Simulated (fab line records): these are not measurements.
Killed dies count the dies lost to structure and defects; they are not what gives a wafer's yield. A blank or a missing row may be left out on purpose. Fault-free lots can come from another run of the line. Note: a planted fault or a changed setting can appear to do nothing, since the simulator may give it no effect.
A struck lot beside a sound one + flow sky130 + 15 steps out of a route of 708
Sound: the wafers L364.1, L364.5, L364.6. Wafers L358.2, L358.5, L358.6 were the ones struck. At the end, the cause is stated.
At each step with rows: each side's tool, then ch and its chambers, then its first start. Under that, the readings that differ: sound wafers + struck wafers + difference of the means + sigmas: that difference in standard deviations of wafers without a fault.
alike: readings whose means differ by less than 2 such deviations, and words and numbers that are the same on both sides. not compared: withheld readings, readings that some wafer has no value for, bounds like >300 that may hide the same value, and numbers for which the record gives no deviation and whose values overlap.
A row with sigmas, a row that says differs or no value, or rows on one side alone: a step with any of these is where the two part. Numbers that don't overlap but have no deviation are shown without sigmas and don't part them. A reading that every wafer of one side lacks parts them only if that side has two wafers or more.

SKY_CONTACT_BOW_MEAS_05:
  sound on film-metro-03 at day 37 03:56; struck on film-metro-01 at day 35 06:11
  alike: CONTACT_BOW
then, 8 steps without rows for these wafers: SKY_CONTACT_DEHYDRATE_06 (time 60 s); SKY_CONTACT_HMDS_07 (prime time 60 s); SKY_CONTACT_COAT_08 (resist thk 60 nm); SKY_CONTACT_COAT_09 (resist thk 450 nm); SKY_CONTACT_SOFTBAKE_10 (time 90 s); SKY_CONTACT_EXPOSE_11 (exposes mask CTM1, target cd 170 nm); SKY_CONTACT_PEB_12; SKY_CONTACT_DEVELOP_13 (develop time 60 s).
SKY_CONTACT_CD_MEAS_14: the cd target is 170 nm.
  sound on cd-sem-02 at day 38 06:16; struck on cd-sem-01 at day 36 10:31
  alike: cd-nm
SKY_CONTACT_OVL_MEAS_15:
  sound on overlay-01 at day 38 06:23; struck on overlay-02 at day 36 10:37
  alike: CONTACT_OVL
SKY_CONTACT_ETCH_16: etches BARC in N2/H2, stops on SiO2, time 45.9 s, target depth 60 nm.
  sound on rie-diel-04 ch 0,1,3, day 38 06:26; struck on rie-diel-01 ch 0,1, day 36 10:38
  alike: bias-w, drypump-motor-current-A, oes-product-au, throttle-valve-pct
  not compared: rf-hours-counter-h
SKY_CONTACT_ETCH_17: etches SiO2 in C4F8/O2/Ar, stops on Si3N4, target depth 340 nm.
  sound on rie-diel-04 ch 0,1,3, day 38 06:28; struck on rie-diel-01 ch 0,1, day 36 10:41
| reading    | sound          | struck         | difference | sigmas |
|------------|----------------|----------------|------------|--------|
| bias-w (W) | 1198 1195 1202 | 1285 1284 1281 | +85        | +27    |
  alike: oes-product-au
  not compared: model.Si3N4_of_CONTACT_CVD_00.thk-nm
SKY_CONTACT_ETCH_18: etches Si3N4 in CHF3/O2, stops on TiN, time 39 s, target depth 75 nm.
  sound on rie-diel-04 ch 0,1,3; struck on rie-diel-01 ch 0,1
  alike: bias-w, drypump-motor-current-A, oes-product-au, throttle-valve-pct
  not compared: rf-hours-counter-h
SKY_PAD_OPEN_PROBE_99:
  the record has rows for the sound wafers here (prober-02, day 50 13:22) and none for the struck ones

WHERE THEY PART
At SKY_CONTACT_ETCH_17 first; at SKY_PAD_OPEN_PROBE_99 last (within this record only).

WHY: whatever the simulator had introduced
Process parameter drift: rie-diel-01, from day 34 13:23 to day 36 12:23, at SKY_CONTACT_ETCH_17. The setting bias-w was moved by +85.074, starting from 1200. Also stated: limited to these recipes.
